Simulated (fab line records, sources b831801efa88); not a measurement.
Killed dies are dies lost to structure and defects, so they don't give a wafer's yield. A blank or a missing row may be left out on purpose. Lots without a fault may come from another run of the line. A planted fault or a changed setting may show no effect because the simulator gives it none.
Which tool did it? | flow sky130 | 14 lots, 42 wafers sampled, at 3 steps of a route of 708

WHAT THE GAUGES READ, wafer by wafer
SKY_SONOS_ONO_THK_MEAS_03.
lot  | measured     | on            | SONOS_ONO_CVD_02_THK (nm)
L919 | day 11 11:47 | film_metro-03 | 10.42 10.43 10.48
L920 | day 11 20:59 | film_metro-02 | 10.57 10.62 10.78
L921 | day 12 13:30 | film_metro-02 | 10.63 10.61 10.48
L924 | day 13 08:02 | film_metro-04 | 10.63 10.63 10.77
L925 | day 13 14:25 | film_metro-04 | 10.58 10.59 10.51
L926 | day 14 05:40 | film_metro-04 | 10.36 10.37 10.43
L927 | day 14 08:30 | film_metro-03 | 10.33 10.31 10.31
L928 | day 14 15:41 | film_metro-02 | 10.27 10.25 10.19
L929 | day 14 19:52 | film_metro-03 | 10.48 10.40 10.50
L930 | day 15 06:16 | film_metro-04 | 10.38 10.27 10.14
L932 | day 15 23:02 | film_metro-04 | 10.52 10.34 10.38
L939 | day 18 04:02 | film_metro-04 | 10.24 10.23 10.26
L940 | day 18 09:26 | film_metro-03 | 10.39 10.47 10.36
L941 | day 18 21:38 | film_metro-03 | 10.61 10.58 10.79

SKY_SONOS_ONO_OVL_MEAS_14.
lot  | measured     | on         | SONOS_ONO_OVL (nm)
L919 | day 12 12:32 | overlay-01 | -0.1 -0.3 0.1
L920 | day 12 22:12 | overlay-01 | -2.4 -0.2 1.2
L921 | day 13 15:49 | overlay-01 | -1.8 -1.4 0.4
L924 | day 14 10:56 | overlay-01 | -2.0 0.3 -2.5
L925 | day 14 18:08 | overlay-01 | 0.9 2.5 0.3
L926 | day 15 09:50 | overlay-01 | 0.9 0.7 0.2
L927 | day 15 11:52 | overlay-01 | 0.6 0.0 2.9
L928 | day 15 20:10 | overlay-01 | 3.2 0.7 2.5
L929 | day 16 00:16 | overlay-02 | -0.5 -0.1 0.2
L930 | day 16 14:02 | overlay-01 | 2.4 2.5 3.3
L932 | day 17 04:49 | overlay-01 | -0.3 2.0 1.6
L939 | day 19 11:55 | overlay-01 | -1.9 0.3 -0.8
L940 | day 19 18:02 | overlay-01 | -1.0 2.2 0.9
L941 | day 20 06:31 | overlay-01 | 2.4 1.2 -1.0

SKY_POLY_GATE_OVL_MEAS_14.
lot  | measured     | on         | POLY_GATE_OVL (nm)
L919 | day 16 03:17 | overlay-01 | 3 -7 3
L920 | day 16 15:17 | overlay-02 | -9 -1 -1
L921 | day 17 12:52 | overlay-01 | 3 1 3
L924 | day 18 08:29 | overlay-02 | 5 5 -7
L925 | day 18 19:40 | overlay-01 | -4 -12 2
L926 | day 19 09:29 | overlay-01 | 6 -3 4
L927 | day 19 15:05 | overlay-02 | 5 14 7
L928 | day 19 21:20 | overlay-01 | -4 -5 -9
L929 | day 20 03:39 | overlay-01 | 7 2 16
L930 | day 20 14:50 | overlay-02 | -7 3 -2
L932 | day 21 10:08 | overlay-02 | 8 -2 1
L939 | day 23 15:17 | overlay-01 | -4 -8 -6
L940 | day 23 20:25 | overlay-02 | 3 0 -7
L941 | day 24 08:46 | overlay-02 | 7 2 -3

WHICH TOOL RAN EACH LOT (tool, then ch and the chambers of the sampled wafers, then the start)
The record holds no process step before these readings.

WHAT THE TOOLS THEMSELVES READ (means of the sampled wafers that have a number; where no wafer has one, the mark that the record gives instead)
The record holds no such reading with a usual standard deviation.

THE ANSWER, worked out from the rows above alone
Rule: what is usual is taken from the lots themselves. Put in order of their means at a reading, lots are off if they are a third of the lots or fewer, leave a main group of 4 or more, and stand apart from it by a gap of 3 or more times the standard deviation of the main group's means; of several such gaps the widest counts. A main group whose means are all the same, to the digits that the tables above print for the reading, isn't used. A lot without any number at a reading at which 4 lots or more have one is off too. The other lots that the step has rows for count as sound. The gauges are gone through in route order, then the tools' own readings, and for those a lot's mean is taken as printed above. The first step at which some lot is off is used, and at that step the reading that is off furthest; a lot without a number counts as furthest.
No lot is off at any reading shown: from this, nothing can be told.

WHAT THE SIMULATOR HAD PUT IN
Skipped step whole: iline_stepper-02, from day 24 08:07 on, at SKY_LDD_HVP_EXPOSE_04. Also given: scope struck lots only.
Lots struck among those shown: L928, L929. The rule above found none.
